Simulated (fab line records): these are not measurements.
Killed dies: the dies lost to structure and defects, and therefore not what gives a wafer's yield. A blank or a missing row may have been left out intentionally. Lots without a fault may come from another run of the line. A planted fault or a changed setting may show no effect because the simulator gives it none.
Which tool did it? :: flow gf180mcu :: Sampling: 6 lots, 18 wafers, 3 of 602 route steps

## WHAT THE GAUGES SHOWED, per wafer
GF_CONTACT_CD_MEAS_14 targets a cd of 220 nm.
lot: L493
measured: day 16 07:04
on: cd sem-01
cd nm (nm): 219.0 220.9 218.6

lot: L498
measured: day 18 06:41
on: cd sem-01
cd nm (nm): 221.6 220.3 220.3

lot: L506
measured: day 21 12:43
on: cd sem-02
cd nm (nm): 222.4 221.0 221.0

lot: L509
measured: day 22 07:03
on: cd sem-02
cd nm (nm): 221.6 221.4 220.4

lot: L512
measured: day 23 13:38
on: cd sem-01
cd nm (nm): 219.7 221.0 220.3

lot: L515
measured: day 24 05:03
on: cd sem-02
cd nm (nm): 219.4 219.5 220.5

## TOOL THAT RAN EACH LOT (tool first, then ch and the chambers of the sampled wafers, then the start)
lot: L493
GF_STI_ETCH_13: rie diel-03 ch 0,2,3, day 2 06:58
GF_STI_STRIP_15: plasma asher-03 ch 0,1, day 2 07:13

lot: L498
GF_STI_ETCH_13: rie diel-03 ch 1,2,3, day 3 08:16
GF_STI_STRIP_15: plasma asher-03 ch 0,1, day 3 08:25

lot: L506
GF_STI_ETCH_13: rie diel-04 ch 1,2,3, day 5 05:59
GF_STI_STRIP_15: plasma asher-03 ch 0,1, day 5 06:08

lot: L509
GF_STI_ETCH_13: rie diel-02 ch 2,3, day 5 19:38
GF_STI_STRIP_15: plasma asher-03 ch 1, day 5 19:47

lot: L512
GF_STI_ETCH_13: rie diel-02 ch 0,3, day 6 11:14
GF_STI_STRIP_15: plasma asher-03 ch 1, day 6 11:23

lot: L515
GF_STI_ETCH_13: rie diel-04 ch 0,1,2, day 6 23:44
GF_STI_STRIP_15: plasma asher-04 ch 0,1, day 6 23:53
- GF_STI_ETCH_13: etches the open film in CHF3/O2, stops on Si, target depth 282.31 nm, time 112.9 s.
- GF_STI_STRIP_15: strips in O2/N2.

## THE ANSWER, worked out from the rows above alone
Rule: what is usual is taken from the lots themselves. Put in order of their means at a reading, lots are off if they are a third of the lots or fewer, leave a main group of 4 or more, and stand apart from it by a gap of 3 or more times the standard deviation of the main group's means; of several such gaps the widest counts. A main group is skipped when, at the precision printed for the reading in the tables above, its means are all equal. Also off: a lot with no number at a reading for which 4 or more lots have one. Any other lot the step has rows for is counted as sound.
No lot is off at any reading shown: from this, nothing can be told.

## WHAT THE SIMULATOR HAD PUT IN
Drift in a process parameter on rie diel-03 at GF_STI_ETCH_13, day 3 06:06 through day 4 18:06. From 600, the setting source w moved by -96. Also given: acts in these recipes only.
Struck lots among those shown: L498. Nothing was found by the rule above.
